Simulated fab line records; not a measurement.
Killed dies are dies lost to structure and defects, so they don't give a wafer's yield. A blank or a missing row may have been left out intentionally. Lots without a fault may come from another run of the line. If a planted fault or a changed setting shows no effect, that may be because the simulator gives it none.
Which tool was responsible? | flow sky130 | 18 wafers from 6 lots sampled at 2 of the route's 708 steps

## WHAT EACH GAUGE READ, for each wafer
SKY_NWELL_TW_MEAS_15.
lot  | measured     | on            | NWELL_TW
L725 | day 4 19:32  | film metro-04 | 1821 1828 1818
L735 | day 7 09:23  | film metro-04 | 1777 1767 1772
L739 | day 8 04:28  | film metro-04 | 1821 1826 1826
L743 | day 9 04:26  | film metro-03 | 1822 1819 1817
L745 | day 9 17:51  | film metro-04 | 1844 1830 1833
L747 | day 10 04:33 | film metro-03 | 1800 1806 1812

## EACH LOT AND THE TOOL THAT RAN IT (in order: tool; ch and the chambers of the sampled wafers; start)
lot  | SKY_NWELL_IMPLANT_11
L725 | implanter-02 ch 0, day 4 19:01
L735 | implanter-02 ch 0, day 7 08:50
L739 | implanter-04 ch 0, day 8 03:56
L743 | implanter-01 ch 0, day 9 03:55
L745 | implanter-02 ch 0, day 9 17:18
L747 | implanter-01 ch 0, day 10 04:00
- SKY_NWELL_IMPLANT_11

## THE ANSWER, worked out from the rows above alone
Rule: the lots themselves supply what counts as usual. The widest of any qualifying gaps counts: lots, ordered by their means at a reading, are off when they make up no more than a third of the lots, leave a main group of 4 or more, and stand apart from it by 3 or more times the standard deviation of that group's means. A main group whose means are all the same, to the digits that the tables above print for the reading, isn't used. Also off: a lot with no number at a reading for which 4 or more lots have one. All remaining lots with rows at the step are treated as sound.
Off: L735, seen at SKY_NWELL_TW_MEAS_15 (NWELL_TW). Main group: mean 1822, sd 9.5.
A tool fits if, at a process step before that reading, it ran every lot that is off, and no sound lot after the first of them. Those tools and the gauges at SKY_NWELL_TW_MEAS_15 are tried in the same way. None of those tried fits.

## WHAT THE SIMULATOR HAD PUT IN
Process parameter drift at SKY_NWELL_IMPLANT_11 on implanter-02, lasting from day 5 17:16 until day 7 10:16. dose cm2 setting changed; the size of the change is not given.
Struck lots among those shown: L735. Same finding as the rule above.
